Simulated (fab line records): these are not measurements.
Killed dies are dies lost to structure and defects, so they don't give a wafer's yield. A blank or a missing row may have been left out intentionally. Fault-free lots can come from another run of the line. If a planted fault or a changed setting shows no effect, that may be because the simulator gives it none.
fab line records	flow sfq_line
record: lots: 6	wafers: 18	last_day: 81
route steps=325 shown I0@57 M1@58
lots untouched by any fault: they come from a run of this same line in which no faults occurred
start_h: the number of hours between the record's first day and the start of the first shown wafer of the lot	wait_h: hours elapsed since this lot's preceding step	" the same as in the row above	L1.1+2: a row that stands for several wafers	- value missing, or start not given	* or withheld: withheld	< > ~ a bound
route shown NAME@n: names a module that has steps shown in the file, with the first one's number in the route	usual: mean/standard deviation taken from wafers without a fault	same: alike in all rows	chamber/n: place in a boat	sites: each site's reading	_std_site: the standard deviation of these	_edge_site: inner sites' mean taken away from outer sites' mean	radius_mm: for every site, how far away it sits from the centre of the wafer	mask NAME#n: copy n	behind: the last tool/chamber to shape the wafer	hold: what put the lot on hold/how long, in hours/how the hold closed	device: the transistor (n, p or np) that didn't switch	end of line: tests of these same wafers at the route's end	a step given without rows: its recipe and nothing more	killed: the dies lost at the first sort to structure and to defects; this is not the yield of the wafer	map: a wafer's dies, marking killed ones x, the rest . and places with no die _
set.NAME: the setting that was run; set.NAME@STEP: the one run at that earlier step	model.NAME: the simulator's own value behind a step, which no gauge read
lots seen at some steps along the route; tables by step, rows by wafer
services: when a tool's chamber went out of use (start_h, in hours from the record's first day, below 0 if earlier), for how many hours, and the reason
== steps ==
step: SFQ_TRILAYER_I0_VIA_STRIP_SOLV_CLEAN_036
recipe: chemistry: NMP	temp_c: 70	time_s: 600
step: SFQ_TRILAYER_M1_DEP_PRE_CLEAN_038
recipe: gas: Ar	time_s: 22.5	bias_v: 250
step: SFQ_TRILAYER_M1_DEP_SPUTTER_037
recipe: material: Nb	base_pressure_pa: 1.33e-06	chamber_pressure_pa: 0.1333	substrate_temp_c: 20	resputter_cathode_voltage_v: 400	target_thk_nm: 200	power_w: 2000	time_s: 133.3
usual: throttle_valve_pct: 30.4/0.93
lot.wafer	tool	chamber	start_h	wait_h	throttle_valve_pct
L497.3	pvd_sputter-06	-	221.33	0.0	29.6
L497.5	"	-	"	"	32.5
L497.6	"	-	"	"	30.9
L499.1	pvd_sputter-05	-	235.73	0.0	31.7
L499.5	"	-	"	"	31.5
L499.6	"	-	"	"	30.1
L503.3	pvd_sputter-03	-	259.28	0.0	30.5
L503.4	"	-	"	"	29.8
L503.6	"	-	"	"	29.7
L504.1	pvd_sputter-06	-	264.08	0.0	32.5
L504.4	"	-	"	"	29.0
L504.5	"	-	"	"	29.0
L514.1	pvd_sputter-06	-	347.20	0.0	29.9
L514.2	"	-	"	"	29.0
L514.5	"	-	"	"	29.2
L515.1	pvd_sputter-06	-	350.82	0.0	29.9
L515.2	"	-	"	"	30.7
L515.3	"	-	"	"	32.3
step: SFQ_M1_RS_MEAS_909
recipe: thk_meas_gauge: four-point-probe	reads: Nb_of_TRILAYER_M1_DEP_SPUTTER_037
usual: M1_NB_RS: 0.891/0.012
lot.wafer	tool	chamber	start_h	wait_h	M1_NB_RS[ohm/sq]
L497.3	film_metro-03	-	221.46	0.1	0.883
L497.5	"	-	"	"	0.884
L497.6	"	-	"	"	0.892
L499.1	film_metro-04	-	235.82	0.0	0.873
L499.5	"	-	"	"	0.871
L499.6	"	-	"	"	0.871
L503.3	film_metro-04	-	259.41	0.1	0.917
L503.4	"	-	"	"	0.910
L503.6	"	-	"	"	0.902
L504.1	film_metro-03	-	264.17	0.0	0.891
L504.4	"	-	"	"	0.883
L504.5	"	-	"	"	0.885
L514.1	film_metro-01	-	347.29	0.0	0.874
L514.2	"	-	"	"	0.871
L514.5	"	-	"	"	0.879
L515.1	film_metro-03	-	350.91	0.0	0.873
L515.2	"	-	"	"	0.887
L515.3	"	-	"	"	0.887
step: SFQ_TRILAYER_M1_LITHO_COAT_044
recipe: resist: BARC	spin_rpm: 3000	resist_thk_nm: 62
step: SFQ_TRILAYER_M1_LITHO_COAT_039
recipe: resist: KrF	spin_rpm: 3000	resist_thk_nm: 600
step: SFQ_TRILAYER_M1_LITHO_SOFTBAKE_043
recipe: temp_c: withheld	time_s: withheld	resist: KrF
step: SFQ_TRILAYER_M1_LITHO_EXPOSE_040
recipe: mask_id: M1	na: 0.6	source_shape: conventional	sigma_outer: 0.65	target_cd_nm: 500	dose_mj: 14.4
step: SFQ_TRILAYER_M1_LITHO_PEB_042
recipe: peb_temp_c: 115	peb_time_s: 61.81	resist: KrF
usual: plate_sensor_t_centre_C: 115.95/0.011	plate_sensor_t_edge_C: 116.08/0.0095
lot.wafer	tool	chamber	start_h	wait_h	plate_sensor_t_centre_C	plate_sensor_t_edge_C
L497.3	litho_track-02	0	289.96	0.7	115.96	116.07
L497.5	"	0	"	"	115.94	116.07
L497.6	"	0	"	"	115.96	116.07
L499.1	litho_track-03	0	-	-	115.96	116.09
L499.5	"	0	"	"	115.95	116.11
L499.6	"	0	"	"	115.94	116.09
L503.3	litho_track-03	0	336.72	0.7	115.94	116.09
L503.4	"	0	"	"	115.94	116.08
L503.6	"	0	"	"	115.95	116.1
L504.1	litho_track-03	0	339.07	1.0	115.95	116.09
L504.4	"	0	"	"	115.96	116.09
L504.5	"	0	"	"	115.94	116.08
L514.1	litho_track-03	0	432.09	1.0	115.95	116.07
L514.2	"	0	"	"	115.93	116.09
L514.5	"	0	"	"	115.94	116.1
L515.1	litho_track-01	0	435.69	1.0	115.94	116.08
L515.2	"	0	"	"	115.93	116.07
L515.3	"	0	"	"	115.95	116.08
step: SFQ_TRILAYER_M1_LITHO_DEVELOP_041
recipe: time_s: 60	resist: KrF
step: SFQ_M1_OVL_MEAS_911
usual: M1_OVL: -1/4.6
lot.wafer	tool	chamber	start_h	wait_h	M1_OVL[nm]
L497.3	overlay-01	-	290.23	0.1	-7
L497.5	"	-	"	"	-11
L497.6	"	-	"	"	-13
L499.1	overlay-02	-	307.11	0.1	0
L499.5	"	-	"	"	3
L499.6	"	-	"	"	-2
L503.3	overlay-02	-	336.98	0.1	-6
L503.4	"	-	"	"	-10
L503.6	"	-	"	"	-10
L504.1	overlay-01	-	339.37	0.1	5
L504.4	"	-	"	"	2
L504.5	"	-	"	"	5
L514.1	overlay-02	-	432.39	0.1	-2
L514.2	"	-	"	"	3
L514.5	"	-	"	"	2
L515.1	overlay-02	-	435.99	0.1	2
L515.2	"	-	"	"	4
L515.3	"	-	"	"	4
step: SFQ_TRILAYER_M1_BARC_OPEN_METAL_ETCH_054
recipe: mask_material: PR	chemistry: O2	target_depth_nm: 125	target: BARC	icp_w: 600	bias_w: 80	pressure_mtorr: 10	time_s: 41.7
usual: chamber_pressure_mTorr: 10.001/0.0096	drypump_motor_current_A: 5.5/0.43	he_backside_leak_sccm: 3.43/0.29	oes_product_au: 0.686/0.0047
lot.wafer	tool	chamber	start_h	wait_h	chamber_pressure_mTorr	drypump_motor_current_A	he_backside_leak_sccm	oes_product_au	rf_hours_counter_h	model.KrF_of_TRILAYER_M1_LITHO_COAT_039.thk_nm
L497.3	rie_metal-02	0	290.30	0.1	9.995	4.7	3.14	0.680	-	523.3
L497.5	"	1	"	"	10.001	5.4	3.35	0.691	-	524.1
L497.6	"	0	"	"	10.007	4.7	3.15	0.690	-	523.6
L499.1	rie_metal-04	1	307.15	0.0	9.988	5.6	3.18	0.696	13	523.5
L499.5	"	0	"	"	9.990	6.1	3.35	0.683	-	521.5
L499.6	"	1	"	"	10.002	5.7	3.25	0.687	-	522.2
L503.3	rie_metal-04	1	337.03	0.0	10.003	5.6	3.25	0.687	-	533.2
L503.4	"	0	"	"	9.990	6.1	3.41	0.687	-	532.9
L503.6	"	1	"	"	10.000	5.6	3.27	0.678	-	532.6
L504.1	rie_metal-04	0	339.41	0.0	9.994	6.1	3.46	0.691	53	532.9
L504.4	"	1	"	"	10.008	5.7	3.27	0.689	-	533.5
L504.5	"	0	"	"	9.993	6.1	3.38	0.687	-	535.1
L514.1	rie_metal-03	0	432.43	0.0	9.998	5.5	3.95	0.676	162	524.4
L514.2	"	1	"	"	9.993	5.3	3.26	0.678	99	524.1
L514.5	"	0	"	"	9.991	5.5	4.05	0.687	-	523.4
L515.1	rie_metal-03	0	436.03	0.0	10.011	5.5	3.94	0.685	162	524
L515.2	"	1	"	"	10.012	5.3	3.65	0.685	99	522.4
L515.3	"	0	"	"	9.985	5.5	3.98	0.683	-	524.2
step: SFQ_TRILAYER_M1_ETCH_METAL_ETCH_042
recipe: target: Nb	stop_on: SiO2	mask_material: PR	chemistry: Cl2/Ar	target_depth_nm: 240	icp_w: 600	bias_w: 80	pressure_mtorr: 10	time_s: 120
usual: chamber_pressure_mTorr: 10.000/0.0095	drypump_motor_current_A: 5.5/0.43	he_backside_leak_sccm: 3.4/0.31	oes_product_au: 0.894/0.0078
lot.wafer	tool	chamber	start_h	wait_h	chamber_pressure_mTorr	drypump_motor_current_A	he_backside_leak_sccm	oes_product_au	rf_hours_counter_h	model.KrF_of_TRILAYER_M1_LITHO_COAT_039.thk_nm
L497.3	rie_metal-02	0	290.38	0.1	9.995	4.7	3.1	0.901	-	382.2
L497.5	"	1	"	"	10.011	5.4	3.5	0.896	-	381.9
L497.6	"	0	"	"	9.989	4.7	3.1	0.900	-	381.7
L499.1	rie_metal-04	1	307.23	0.1	10.000	5.6	3.2	0.905	13	380.2
L499.5	"	0	"	"	10.000	6.1	3.2	0.914	-	378.9
L499.6	"	1	"	"	9.997	5.7	3.2	0.906	-	379.8
L503.3	rie_metal-04	1	337.11	0.1	9.999	5.6	3.1	0.874	-	393.2
L503.4	"	0	"	"	9.996	6.1	3.4	0.895	-	392.3
L503.6	"	1	"	"	10.008	5.7	3.3	0.895	-	392.6
L504.1	rie_metal-04	0	339.47	0.0	9.998	6.2	3.3	0.896	53	390.2
L504.4	"	1	"	"	9.998	5.6	3.2	0.893	-	391.1
L504.5	"	0	"	"	10.022	6.1	3.4	0.895	-	393
L514.1	rie_metal-03	0	432.49	0.0	9.994	5.5	3.9	0.904	162	383.3
L514.2	"	1	"	"	9.992	5.3	3.4	0.907	99	382.6
L514.5	"	0	"	"	10.000	5.5	3.9	0.899	-	382.9
L515.1	rie_metal-03	0	436.09	0.0	10.004	5.5	3.8	0.904	162	384.6
L515.2	"	1	"	"	10.005	5.2	3.5	0.903	100	383.8
L515.3	"	0	"	"	10.002	5.5	3.9	0.895	-	385.4
step: SFQ_TRILAYER_M1_STRIP_STRIP_043
recipe: gas: O2	power_w: 200	platen_temp_c: 40	overash_fraction: 0.65	chemistry: O2	pressure_mtorr: 50
usual: chamber_pressure_mTorr: 50.00/0.044	drypump_motor_current_A: 5.5/0.43	he_backside_leak_sccm: 3.5/0.38	oes_product_au: 1.003/0.0075	platen_temp_c: 40.01/0.12
lot.wafer	tool	chamber	start_h	wait_h	chamber_pressure_mTorr	drypump_motor_current_A	he_backside_leak_sccm	oes_product_au	platen_temp_c	rf_hours_counter_h
L497.3	rie_metal-02	0	290.66	0.2	49.98	4.7	3.3	1.005	39.92	-
L497.5	"	1	"	"	50.00	5.4	3.6	1.000	40.10	-
L497.6	"	0	"	"	50.03	4.7	3.3	0.993	40.07	-
L499.1	rie_metal-04	1	307.40	0.1	49.91	5.7	3.2	1.004	39.95	13
L499.5	"	0	"	"	50.00	6.2	3.5	0.996	40.09	-
L499.6	"	1	"	"	50.03	5.7	3.3	1.001	39.92	-
L503.3	rie_metal-04	1	337.39	0.2	50.07	5.7	3.1	0.990	40.00	-
L503.4	"	0	"	"	49.93	6.1	3.3	0.992	40.07	-
L503.6	"	1	"	"	50.06	5.6	3.2	1.003	40.32	-
L504.1	rie_metal-04	0	339.59	0.1	49.98	6.1	3.4	0.990	40.19	54
L504.4	"	1	"	"	49.98	5.6	3.2	0.992	40.01	-
L504.5	"	0	"	"	49.95	6.1	3.4	1.004	40.05	-
L514.1	rie_metal-03	0	432.62	0.1	49.97	5.5	4.0	1.008	39.97	162
L514.2	"	1	"	"	50.02	5.3	3.4	1.015	39.92	99
L514.5	"	0	"	"	49.95	5.5	3.9	1.005	39.90	-
L515.1	rie_metal-03	0	436.22	0.1	50.05	5.5	4.0	1.006	40.33	163
L515.2	"	1	"	"	50.00	5.3	3.6	1.012	39.98	100
L515.3	"	0	"	"	49.98	5.5	3.9	1.007	40.08	-
== services ==
tool	chamber	start_h	hours	kind
rie_metal-03	-	199.59	1.2	repair
pvd_sputter-03	-	210.81	3.1	repair
pvd_sputter-05	-	212.11	2.0	repair
rie_metal-03	-	227.05	0.3	repair
rie_metal-04	1	235.93	-	clean
rie_metal-04	1	235.93	21.9	scheduled_down
rie_metal-04	1	235.93	21.9	vent_cycle
pvd_sputter-05	-	237.41	3.3	repair
pvd_sputter-06	-	237.68	9.5	repair
rie_metal-02	-	250.08	14.6	pm
rie_metal-03	0	259.94	22.7	repair
rie_metal-02	-	264.68	2.8	pm
rie_metal-03	-	276.41	28.1	pm
pvd_sputter-06	-	299.19	5.3	repair
pvd_sputter-05	-	309.80	2.0	repair
pvd_sputter-03	-	310.31	2.6	repair
rie_metal-03	-	324.33	2.8	pm
pvd_sputter-05	-	347.00	2.3	repair
pvd_sputter-06	3	351.37	-	consumable_replace:kit
pvd_sputter-06	3	351.37	18.0	scheduled_down
rie_metal-04	-	357.87	6.5	repair
rie_metal-03	0	359.94	11.6	repair
pvd_sputter-06	-	415.99	4.9	repair
rie_metal-02	-	428.97	1.4	pm
== key ==
first_sign none at tools or gauges
model_effect: step: SFQ_TRILAYER_M1_BARC_OPEN_METAL_ETCH_054	value: KrF_of_TRILAYER_M1_LITHO_COAT_039.thk_nm	without: 521.9	struck: 533.4
model_effect: step: SFQ_TRILAYER_M1_ETCH_METAL_ETCH_042	value: KrF_of_TRILAYER_M1_LITHO_COAT_039.thk_nm	without: 380.6	struck: 392.1
met_at SFQ_TRILAYER_M1_BARC_OPEN_METAL_ETCH_054
struck_wafers L503.3,L503.4,L503.6,L504.1,L504.4,L504.5
onset_between 307.15 337.03
fault: kind: process_parameter_drift	tool: rie_metal-04	chamber: -	onset_h: 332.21	steps: SFQ_TRILAYER_M1_BARC_OPEN_METAL_ETCH_054	channel: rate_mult	offset: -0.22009	shape: step	end_h: 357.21
